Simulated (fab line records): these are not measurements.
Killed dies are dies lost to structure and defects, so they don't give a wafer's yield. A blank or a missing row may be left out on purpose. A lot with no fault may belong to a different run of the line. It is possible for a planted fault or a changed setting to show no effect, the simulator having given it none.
Struck lot and sound lot, side by side    flow gf180mcu    19 out of 602 route steps
Sound: the wafers L922.3, L922.4, L922.5. Struck: wafer L931.4; the same lot's L931.3 was not struck, so it is left out; see the end for the cause.
Per side, at each step with rows, come the tool, then ch with its chambers, and then its first start. Under that, the readings that differ: sound wafers    struck wafers    difference of the means    sigmas: that difference in standard deviations of wafers without a fault.
alike: words and numbers the same on both sides, and readings whose means are apart by under 2 such deviations; not compared: readings that were withheld, readings missing a value for some wafer, numbers with overlapping values and no deviation given by the record, and bounds like >300 which may hide the same value.
A row with sigmas, a row that says differs or no value, or rows on one side alone: a step with any of these is where the two part. Non-overlapping numbers with no deviation appear without sigmas and do not part them. A reading that every wafer of one side lacks parts them only if that side has two wafers or more.

first, 1 step without rows for these wafers: GF_STI_DEVELOP_11 (develop time 60 s).
GF_STI_CD_MEAS_12: target cd 220 nm.
  sound: cd-sem-02 at day 2 11:30; struck: cd-sem-02 at day 4 09:48
reading     sound              struck  difference  sigmas
cd-nm (nm)  219.6 218.9 219.6  222.2   +2.8        +3
GF_STI_ETCH_13: etches the open film in CHF3/O2, stops on Si, target depth 282.31 nm, time 112.9 s.
  sound on rie-diel-01 ch 0,3, day 2 11:35; struck on rie-diel-01 ch 1, day 4 09:53
  alike: drypump-motor-current-A, oes-product-au, throttle-valve-pct
  not compared: rf-hours-counter-h
GF_STI_ETCH_14: etches Si in HBr/Cl2/O2, target depth 360 nm, time 102.9 s.
  sound on rie-si-02 ch 0,1, day 2 11:40; struck on rie-si-02 ch 2, day 4 09:58
  alike: drypump-motor-current-A, oes-product-au, throttle-valve-pct
  not compared: rf-hours-counter-h
GF_STI_STRIP_15: strips in O2/N2.
  sound on plasma-asher-02 ch 0,1, day 2 11:46; struck on plasma-asher-02 ch 1, day 4 10:04
  alike: drypump-motor-current-A, heater-power-w, oes-product-au, strip-time-to-endpoint-s
  not compared: rf-hours-counter-h
then, 6 steps without rows for these wafers: GF_STI_CLEAN_16 (cleans in dHF, time 25 s); GF_STI_WET_ETCH_17 (etches Si3N4 in H3PO4, target depth 45 nm, time 514 s); GF_STI_CLEAN_18 (cleans in SC1/SC2, time 150 s); GF_STI_CLEAN_19 (cleans in dHF, time 20 s); GF_STI_WET_ETCH_20 (etches SiO2 in dHF, target depth 20 nm, time 400 s); GF_STI_OXIDATION_21 (stabilise 600 s, purge 300 s, target thk 15 nm).
GF_STI_THK_MEAS_22:
  sound: film-metro-04 at day 2 14:03; struck: film-metro-01 at day 4 11:40
  alike: STI_OXIDATION_01_THK
GF_STI_CVD_23: deposits SiO2, target thk 650 nm, time 108.3 s.
  sound on hdpcvd-01 ch 0,2, day 2 14:05; struck on hdpcvd-01 ch 1, day 4 11:42
reading                               sound              struck  difference  sigmas
model.SiO2_of_STI_CVD_23.thk-nm (nm)  649.1 647.9 638.7  226.1   -419.1      
  alike: sih4-flow-sccm
GF_STI_THK_MEAS_24:
  sound: film-metro-01 at day 2 14:11; struck: film-metro-01 at day 4 11:47
reading              sound        struck  difference  sigmas
STI_CVD_23_THK (nm)  649 648 639  226     -419        -47
GF_STI_CMP_25: polishes, stops on Si3N4, t overpolish 33 s, target thk 524.6 nm.
  sound on cmp-01 ch 0,2, day 2 14:17; struck on cmp-02 ch 1, day 4 11:50
reading                 sound        struck  difference  sigmas
time-to-endpoint-s (s)  132 130 123  43      -85         -20
  alike: edge-zone-pressure-frac, motor-current-A
then, 2 steps without rows for these wafers: GF_STI_WET_ETCH_26 (etches SiO2 in dHF, target depth 94 nm, time 188 s); GF_STI_WET_ETCH_27 (etches Si3N4 in H3PO4, target depth 160 nm, time 1825 s).
GF_STI_WET_ETCH_28: etches SiO2 in dHF, target depth 20 nm, time 40 s.
  sound on wet-bench-03 ch 3, day 2 15:07; struck on wet-bench-01 ch 3, day 4 12:43
reading                               sound              struck  difference  sigmas
model.SiO2_of_STI_CVD_23.thk-nm (nm)  404.9 402.6 401.5  103.5   -299.5      
then, 1 step without rows for these wafers: GF_STI_OXIDATION_29 (stabilise 600 s, purge 300 s, target thk 10 nm).

WHERE THEY PART
First at GF_STI_CD_MEAS_12; last, within this record, at GF_STI_CMP_25.

WHY: whatever the simulator had introduced
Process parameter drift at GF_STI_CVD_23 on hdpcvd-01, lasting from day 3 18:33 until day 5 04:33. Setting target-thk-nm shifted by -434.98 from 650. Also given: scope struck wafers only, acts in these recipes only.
